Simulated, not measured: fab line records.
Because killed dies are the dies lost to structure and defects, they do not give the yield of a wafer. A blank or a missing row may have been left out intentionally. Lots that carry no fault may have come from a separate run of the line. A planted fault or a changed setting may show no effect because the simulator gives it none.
fab line records    flow sky130
record lots=6  wafers=18  last_day=50
route steps=708 shown SONOS_ONO@172 PAD_OPEN@708
lots untouched by any fault: they come from a run of this same line in which no faults occurred
start_h: start of the lot's first displayed wafer, in hours after the record's first day    wait_h: how many hours have passed since the lot's step before this one    " repeats the value in the row above    L1.1+2: one row covering several wafers at once    - no value, or no start was given    * or withheld: withheld    < > ~ a bound
route shown NAME@n: a module of which the file shows steps, and the number in the route of the first    usual: mean and standard deviation over wafers with no fault    same: alike in all rows    chamber/n: place in a boat    sites: the reading at each site    _std_site: how widely they spread, as a standard deviation    _edge_site: mean of outer sites minus mean of inner sites    radius_mm: how far each site lies from the wafer's centre    mask NAME#n: copy n    behind: the tool/chamber that last shaped the wafer    hold: why the lot went on hold/how many hours it stayed there/how the hold came to an end    device: transistor that didn't switch, given as n, p or np    end of line: at the end of the route, the tests of the same wafers    a step with no rows: only its recipe    killed: dies that structure and defects cost at the first sort, which is not the same as the wafer's yield    map: per-die view of a wafer (x killed, . not killed, _ where there is no die)
set.NAME: the setting the step ran with; set.NAME@STEP: the setting that earlier step ran with    model.NAME: the simulator's own value behind a step, which no gauge read
lots seen at some steps along the route; tables by step, rows by wafer
services: when a tool's chamber went out of use (start_h, in hours from the record's first day, below 0 if earlier), for how many hours, and the reason
## steps
# step SKY_SONOS_ONO_CVD_04
# recipe material=SiO2  precursor=SiH4/N2O  target_thk_nm=5.7199  temp_c=900  pressure_mtorr=400
# step SKY_SONOS_ONO_THK_MEAS_05
# recipe reads=SiO2_of_SONOS_ONO_CVD_04
# usual SONOS_ONO_CVD_04_THK=5.72/0.091
lot.wafer  tool           chamber  start_h  wait_h  SONOS_ONO_CVD_04_THK[nm]
L599.1     film_metro-03  -        274.55   0.0     5.72
L599.2     "              -        "        "       5.59
L599.5     "              -        "        "       5.71
L605.2     film_metro-01  -        319.82   0.0     5.78
L605.3     "              -        "        "       5.87
L605.6     "              -        "        "       5.70
L616.2     film_metro-04  -        393.91   0.0     5.73
L616.3     "              -        "        "       5.69
L616.5     "              -        "        "       5.67
L619.2     film_metro-03  -        423.30   0.0     5.82
L619.4     "              -        "        "       5.78
L619.5     "              -        "        "       5.74
L620.1     film_metro-01  -        430.64   0.0     5.77
L620.3     "              -        "        "       5.82
L620.4     "              -        "        "       5.79
L621.1     film_metro-04  -        440.64   0.1     5.66
L621.4     "              -        "        "       5.70
L621.6     "              -        "        "       5.65
# step SKY_SONOS_ONO_DEHYDRATE_06
# recipe temp_c=200  time_s=60
# step SKY_SONOS_ONO_HMDS_07
# recipe prime_time_s=60  prime_temp_c=120
# step SKY_SONOS_ONO_COAT_08
# recipe resist=NOVOLAK  spin_rpm=3000  resist_thk_nm=1140
# step SKY_SONOS_ONO_SOFTBAKE_09
# recipe temp_c=90  time_s=60  resist=NOVOLAK
# step SKY_SONOS_ONO_EXPOSE_10
# recipe mask_id=ONOM  target_cd_nm=410  na=0.6  source_shape=conventional  sigma_outer=0.6  dose_mj=150
# step SKY_SONOS_ONO_PEB_11
# recipe temp_c=withheld  time_s=*  resist=NOVOLAK
# step SKY_SONOS_ONO_DEVELOP_12
# recipe develop_time_s=60  dev_temp_c=23
# step SKY_SONOS_ONO_CD_MEAS_13
# recipe target_cd_nm=410
# usual cd_nm=409.3/2.2
lot.wafer  tool       chamber  start_h  wait_h  cd_nm
L599.1     cd_sem-02  -        299.69   0.1     407.5
L599.2     "          -        "        "       405.8
L599.5     "          -        "        "       406.5
L605.2     cd_sem-01  -        345.95   0.1     410.2
L605.3     "          -        "        "       408.5
L605.6     "          -        "        "       409.8
L616.2     cd_sem-01  -        423.71   0.1     407.8
L616.3     "          -        "        "       406.9
L616.5     "          -        "        "       408.6
L619.2     cd_sem-02  -        454.30   0.1     412.2
L619.4     "          -        "        "       412.0
L619.5     "          -        "        "       411.8
L620.1     cd_sem-01  -        461.88   0.1     409.5
L620.3     "          -        "        "       408.8
L620.4     "          -        "        "       407.2
L621.1     cd_sem-01  -        471.85   0.1     410.5
L621.4     "          -        "        "       409.2
L621.6     "          -        "        "       409.9
# step SKY_SONOS_ONO_OVL_MEAS_14
# usual SONOS_ONO_OVL=0.2/1.2
lot.wafer  tool        chamber  start_h  wait_h  SONOS_ONO_OVL[nm]
L599.1     overlay-01  -        299.81   0.1     1.4
L599.2     "           -        "        "       0.3
L599.5     "           -        "        "       2.2
L605.2     overlay-02  -        346.06   0.1     0.1
L605.3     "           -        "        "       -1.3
L605.6     "           -        "        "       -1.0
L616.2     overlay-02  -        423.82   0.1     1.1
L616.3     "           -        "        "       -0.2
L616.5     "           -        "        "       1.9
L619.2     overlay-01  -        454.41   0.1     -1.6
L619.4     "           -        "        "       0.9
L619.5     "           -        "        "       -1.5
L620.1     overlay-02  -        462.00   0.1     -1.2
L620.3     "           -        "        "       0.1
L620.4     "           -        "        "       0.5
L621.1     overlay-01  -        471.97   0.1     -0.9
L621.4     "           -        "        "       1.1
L621.6     "           -        "        "       -0.1
# step SKY_SONOS_ONO_ETCH_15
# recipe target_depth_nm=19.52  chemistry=CHF3/O2  source_w=600  bias_w=200  pressure_mtorr=40  chf3_flow_sccm=50  O2_flow_sccm=5  time_s=7.8
# usual drypump_motor_current_A=5.8/0.45  oes_product_au=0.995/0.014  throttle_valve_pct=8.822/0.011
lot.wafer  tool         chamber  start_h  wait_h  drypump_motor_current_A  oes_product_au  rf_hours_counter_h  throttle_valve_pct
L599.1     rie_diel-03  0        299.85   0.0     5.2                      1.019           9                   8.836
L599.2     "            1        "        "       6.1                      0.973           23                  8.824
L599.5     "            3        "        "       6.4                      0.997           -                   8.834
L605.2     rie_diel-03  0        346.09   0.0     5.2                      1.008           10                  8.844
L605.3     "            2        "        "       5.8                      1.005           66                  8.824
L605.6     "            1        "        "       6.0                      0.986           -                   8.815
L616.2     rie_diel-03  2        423.85   0.0     5.8                      1.017           67                  8.836
L616.3     "            1        "        "       6.0                      0.991           24                  8.817
L616.5     "            1        "        "       6.0                      0.982           -                   8.824
L619.2     rie_diel-01  0        454.44   0.0     5.5                      1.010           34                  8.830
L619.4     "            1        "        "       6.1                      1.014           2                   8.824
L619.5     "            2        "        "       5.5                      1.010           -                   8.824
L620.1     rie_diel-01  3        462.04   0.0     6.1                      0.988           2                   8.834
L620.3     "            2        "        "       5.5                      1.008           4                   8.841
L620.4     "            0        "        "       5.5                      0.998           34                  8.825
L621.1     rie_diel-01  0        472.01   0.0     5.5                      1.006           35                  8.812
L621.4     "            2        "        "       5.5                      1.000           4                   8.836
L621.6     "            3        "        "       6.0                      0.984           -                   8.817
# step SKY_SONOS_ONO_WET_ETCH_16
# recipe chemistry=dHF  target_depth_nm=14  dry=n2_spin  target=SiO2  dilution=100:1  temp_c=25  time_s=280
# usual run_length_s=309/4.2
lot.wafer  tool          chamber  start_h  wait_h  run_length_s
L599.1     wet_bench-04  3        299.87   0.0     308
L599.2     "             3        "        "       308
L599.5     "             3        "        "       308
L605.2     wet_bench-03  2        346.11   0.0     315
L605.3     "             2        "        "       315
L605.6     "             2        "        "       315
L616.2     wet_bench-03  1        423.87   0.0     288
L616.3     "             1        "        "       288
L616.5     "             1        "        "       288
L619.2     wet_bench-03  0        454.73   0.3     287
L619.4     "             0        "        "       287
L619.5     "             0        "        "       287
L620.1     wet_bench-04  0        462.06   0.0     304
L620.3     "             0        "        "       304
L620.4     "             0        "        "       304
L621.1     wet_bench-02  0        472.03   0.0     309
L621.4     "             0        "        "       309
L621.6     "             0        "        "       309
# step SKY_SONOS_ONO_STRIP_17
# recipe chemistry=O2/N2  power_w=1400  pressure_mtorr=1500  platen_temp_c=withheld  o2_flow_sccm=3000  n2_flow_sccm=300  overash_fraction=0.5
# usual drypump_motor_current_A=5.85/0.26  oes_product_au=0.709/0.0047  strip_time_to_endpoint_s=14.09/0.04
# same overash_fraction=0.5
lot.wafer  tool             chamber  start_h  wait_h  drypump_motor_current_A  oes_product_au  rf_hours_counter_h  strip_time_to_endpoint_s
L599.1     plasma_asher-02  1        299.95   0.0     5.71                     0.715           49                  14.07
L599.2     "                0        "        "       6.03                     0.709           49                  14.11
L599.5     "                0        "        "       6.02                     0.713           -                   14.07
L605.2     plasma_asher-02  0        346.20   0.0     6.00                     0.715           56                  14.14
L605.3     "                1        "        "       5.74                     0.713           -                   14.14
L605.6     "                0        "        "       6.05                     0.710           -                   14.16
L616.2     plasma_asher-03  1        423.96   0.0     5.56                     0.707           26                  14.09
L616.3     "                0        "        "       5.49                     0.712           -                   13.99
L616.5     "                0        "        "       5.51                     0.704           -                   14.05
L619.2     plasma_asher-01  0        454.90   0.0     6.24                     0.714           2                   14.10
L619.4     "                1        "        "       5.89                     0.709           -                   14.14
L619.5     "                1        "        "       5.88                     0.705           -                   14.10
L620.1     plasma_asher-03  1        462.14   0.0     5.59                     0.711           30                  14.16
L620.3     "                1        "        "       5.57                     0.726           -                   14.10
L620.4     "                0        "        "       5.50                     0.708           -                   14.10
L621.1     plasma_asher-02  0        472.12   0.0     6.00                     0.707           68                  14.12
L621.4     "                1        "        "       5.72                     0.710           -                   14.15
L621.6     "                0        "        "       6.01                     0.708           -                   14.15
# step SKY_PAD_OPEN_PROBE_99
# usual killed_at_M0_to_M3=43/6.6  killed_at_M4_up=2.9/1.8  killed_at_contacts=25/5.3  killed_at_front_end=15/4.1  killed_at_other=0.3/0.6  killed_dies=86/8.8  killed_open=47/6.7  killed_short=39/6.2
# same gross_dies=492  killed_at_back_side=0
lot.wafer  tool       chamber  start_h  wait_h  killed_at_M0_to_M3  killed_at_M4_up  killed_at_contacts  killed_at_front_end  killed_at_other  killed_dies  killed_open  killed_short
L599.1     prober-02  -        1089.06  0.1     39                  0                30                  15                   2                86           45           41
L599.2     prober-02  -        1089.11  0.1     36                  2                32                  18                   0                88           49           39
L599.5     prober-02  -        1089.26  0.2     46                  3                24                  16                   0                89           47           41
L605.2     prober-02  -        1128.73  0.1     45                  2                29                  11                   0                87           48           38
L605.3     prober-02  -        1128.78  0.2     47                  5                24                  8                    0                84           53           31
L605.6     prober-02  -        1128.93  0.2     40                  4                14                  19                   0                77           39           36
L616.2     prober-02  -        1176.75  0.1     46                  10               22                  20                   0                98           59           31
L616.3     prober-02  -        1176.80  0.2     44                  3                13                  18                   0                78           39           39
L616.5     prober-02  -        1176.90  0.2     38                  0                31                  19                   1                89           53           36
L619.2     prober-01  -        1199.14  0.1     41                  0                33                  11                   2                87           45           41
L619.4     prober-01  -        1199.24  0.2     43                  2                26                  7                    1                79           38           40
L619.5     prober-01  -        1199.29  0.2     45                  3                29                  19                   1                97           58           38
L620.1     prober-02  -        1200.63  0.1     44                  3                23                  15                   0                85           48           37
L620.3     prober-02  -        1200.73  0.2     43                  0                26                  20                   0                89           54           35
L620.4     prober-02  -        1200.78  0.2     56                  2                28                  20                   1                107          60           47
L621.1     prober-01  -        1201.15  0.1     40                  1                23                  23                   0                87           50           37
L621.4     prober-01  -        1201.30  0.2     49                  3                34                  20                   0                106          58           47
L621.6     prober-01  -        1201.40  0.2     47                  1                14                  23                   0                85           47           38
# killed by level:class
L599.1 LI_CONTACT:geometric_particle:open=11 VIA1:geometric_particle:open=8 CONTACT:geometric_particle:open=7 METAL1:geometric_particle:short=7 VIA1:geometric_particle:short=6 FIELD_ISO:geometric_particle:open=5 VIA3:geometric_particle:short=5 LOCAL_INTERCONNECT:geometric_particle:short=4
L599.2 CONTACT:geometric_particle:open=12 VIA1:geometric_particle:open=12 FIELD_ISO:geometric_particle:open=6 LI_CONTACT:geometric_particle:open=6 LOCAL_INTERCONNECT:geometric_particle:short=6 FIELD_ISO:geometric_particle:short=5 METAL2:geometric_particle:short=5 VIA2:geometric_particle:open=5
L599.5 VIA3:geometric_particle:open=9 VIA2:geometric_particle:open=8 LI_CONTACT:geometric_particle:open=7 VIA1:geometric_particle:short=7 VIA1:geometric_particle:open=6 METAL1:geometric_particle:short=6 CONTACT:geometric_particle:open=5 FIELD_ISO:geometric_particle:open=4
L605.2 VIA1:geometric_particle:open=13 CONTACT:geometric_particle:open=11 LI_CONTACT:geometric_particle:open=8 METAL2:geometric_particle:short=6 VIA1:geometric_particle:short=5 VIA2:geometric_particle:short=5 VIA3:geometric_particle:open=5 LOCAL_INTERCONNECT:geometric_particle:short=4
L605.3 VIA1:geometric_particle:open=15 VIA2:geometric_particle:open=11 CONTACT:geometric_particle:open=8 VIA3:geometric_particle:open=7 LI_CONTACT:geometric_particle:open=5 FIELD_ISO:geometric_particle:short=4 CONTACT:geometric_particle:short=4 VIA1:geometric_particle:short=4
L605.6 LI_CONTACT:geometric_particle:open=7 METAL2:geometric_particle:short=7 FIELD_ISO:geometric_particle:open=6 FIELD_ISO:geometric_particle:short=6 VIA3:geometric_particle:open=6 VIA1:geometric_particle:open=5 METAL3:geometric_particle:short=5 VIA3:geometric_particle:short=5
L616.2 VIA1:geometric_particle:open=14 CONTACT:geometric_particle:open=12 VIA3:geometric_particle:open=10 VIA4:area_etch=8 POLY_GATE:geometric_particle:open=7 VIA2:geometric_particle:open=5 VIA1:geometric_particle:short=4 METAL2:geometric_particle:short=4
L616.3 VIA1:geometric_particle:open=12 METAL1:geometric_particle:short=9 FIELD_ISO:geometric_particle:open=7 VIA1:geometric_particle:short=5 CONTACT:geometric_particle:short=5 CONTACT:geometric_particle:open=4 POLY_GATE:geometric_particle:short=3 VIA2:geometric_particle:short=3
L616.5 CONTACT:geometric_particle:open=14 LI_CONTACT:geometric_particle:open=9 METAL1:geometric_particle:short=7 VIA3:geometric_particle:open=7 VIA1:geometric_particle:open=6 FIELD_ISO:geometric_particle:short=5 POLY_GATE:geometric_particle:open=4 FIELD_ISO:geometric_particle:open=3
L619.2 LOCAL_INTERCONNECT:geometric_particle:short=9 CONTACT:geometric_particle:open=9 VIA1:geometric_particle:open=9 VIA2:geometric_particle:open=8 METAL2:geometric_particle:short=7 LI_CONTACT:geometric_particle:open=5 CONTACT:geometric_particle:short=5 VIA1:geometric_particle:short=5
L619.4 VIA1:geometric_particle:open=10 CONTACT:geometric_particle:open=9 METAL2:geometric_particle:short=9 VIA1:geometric_particle:short=7 LI_CONTACT:geometric_particle:open=6 LOCAL_INTERCONNECT:geometric_particle:short=5 CONTACT:geometric_particle:short=5 VIA3:geometric_particle:open=4
L619.5 VIA1:geometric_particle:open=12 LI_CONTACT:geometric_particle:open=11 CONTACT:geometric_particle:open=10 VIA2:geometric_particle:open=8 POLY_GATE:geometric_particle:short=5 METAL1:geometric_particle:short=5 FIELD_ISO:geometric_particle:open=4 LOCAL_INTERCONNECT:geometric_particle:short=4
L620.1 VIA1:geometric_particle:open=12 VIA3:geometric_particle:open=10 CONTACT:geometric_particle:short=7 LOCAL_INTERCONNECT:geometric_particle:short=6 CONTACT:geometric_particle:open=6 FIELD_ISO:geometric_particle:open=4 LI_CONTACT:geometric_particle:open=4 VIA1:geometric_particle:short=4
L620.3 CONTACT:geometric_particle:open=12 METAL1:geometric_particle:short=11 VIA1:geometric_particle:open=8 POLY_GATE:geometric_particle:open=7 LI_CONTACT:geometric_particle:open=7 FIELD_ISO:geometric_particle:open=5 VIA3:geometric_particle:open=5 CONTACT:geometric_particle:short=4
L620.4 CONTACT:geometric_particle:open=14 VIA1:geometric_particle:open=12 METAL2:geometric_particle:short=11 VIA3:geometric_particle:open=10 VIA1:geometric_particle:short=7 METAL1:geometric_particle:short=7 LOCAL_INTERCONNECT:geometric_particle:short=6 FIELD_ISO:geometric_particle:open=5
L621.1 VIA1:geometric_particle:open=11 VIA2:geometric_particle:open=10 CONTACT:geometric_particle:open=8 METAL1:geometric_particle:short=7 FIELD_ISO:geometric_particle:short=6 FIELD_ISO:geometric_particle:open=6 CONTACT:geometric_particle:short=6 POLY_GATE:geometric_particle:open=5
L621.4 VIA1:geometric_particle:open=13 CONTACT:geometric_particle:open=12 METAL2:geometric_particle:short=10 VIA3:geometric_particle:open=9 CONTACT:geometric_particle:short=9 LI_CONTACT:geometric_particle:open=6 VIA1:geometric_particle:short=6 POLY_GATE:geometric_particle:short=5
L621.6 VIA2:geometric_particle:open=8 VIA1:geometric_particle:open=8 FIELD_ISO:geometric_particle:open=7 CONTACT:geometric_particle:open=7 METAL1:geometric_particle:short=6 VIA1:geometric_particle:short=6 METAL2:geometric_particle:short=6 FIELD_ISO:geometric_particle:short=4
## services
tool             chamber  start_h  hours  kind
rie_diel-01      2        283.16   -      clean
rie_diel-01      2        283.16   23.3   scheduled_down
rie_diel-01      2        283.16   23.3   vent_cycle
plasma_asher-03  -        291.60   52.8   repair
rie_diel-01      0        306.30   8.1    repair
rie_diel-03      2        307.56   11.8   repair
rie_diel-01      3        314.39   -      clean
rie_diel-01      3        314.39   25.6   scheduled_down
rie_diel-01      3        314.39   25.6   vent_cycle
wet_bench-04     -        322.41   2.1    repair
rie_diel-03      2        329.15   4.2    repair
wet_bench-03     -        336.36   1.9    pm
rie_diel-03      3        338.41   14.8   repair
plasma_asher-01  -        342.54   4.0    pm
plasma_asher-02  -        364.16   6.9    repair
rie_diel-03      -        386.31   14.6   pm
plasma_asher-01  -        391.11   0.7    repair
rie_diel-01      3        401.60   37.0   repair
plasma_asher-02  -        414.82   3.0    repair
plasma_asher-01  -        421.25   9.0    pm
rie_diel-03      -        426.80   2.6    repair
plasma_asher-03  -        450.99   2.9    repair
plasma_asher-01  -        462.37   11.4   repair
plasma_asher-03  -        468.00   18.4   pm
## key
first_sign step=SKY_SONOS_ONO_WET_ETCH_16  reading=run_length_s  direction=down  sigmas=5.2  usual=*  struck=*
effect none on later readings
met_at SKY_SONOS_ONO_WET_ETCH_16
struck_wafers L616.2,L616.3,L616.5,L619.2,L619.4,L619.5
tester_left_out L616,L619
onset_between 346.11 423.87
fault kind=process_parameter_drift  tool=wet_bench-03  chamber=-  onset_h=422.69  steps=SKY_SONOS_ONO_WET_ETCH_16  channel=time_s  offset=*  shape=step  end_h=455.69  acts_in=*  stated=*
# tester_left_out: of these lots the tester's yield and bins aren't shown, on N5 and GAA mostly nor the transistor test; their killed dies are dies lost to structure and defects alone, not to doping, threshold or leakage, so they don't give the yield
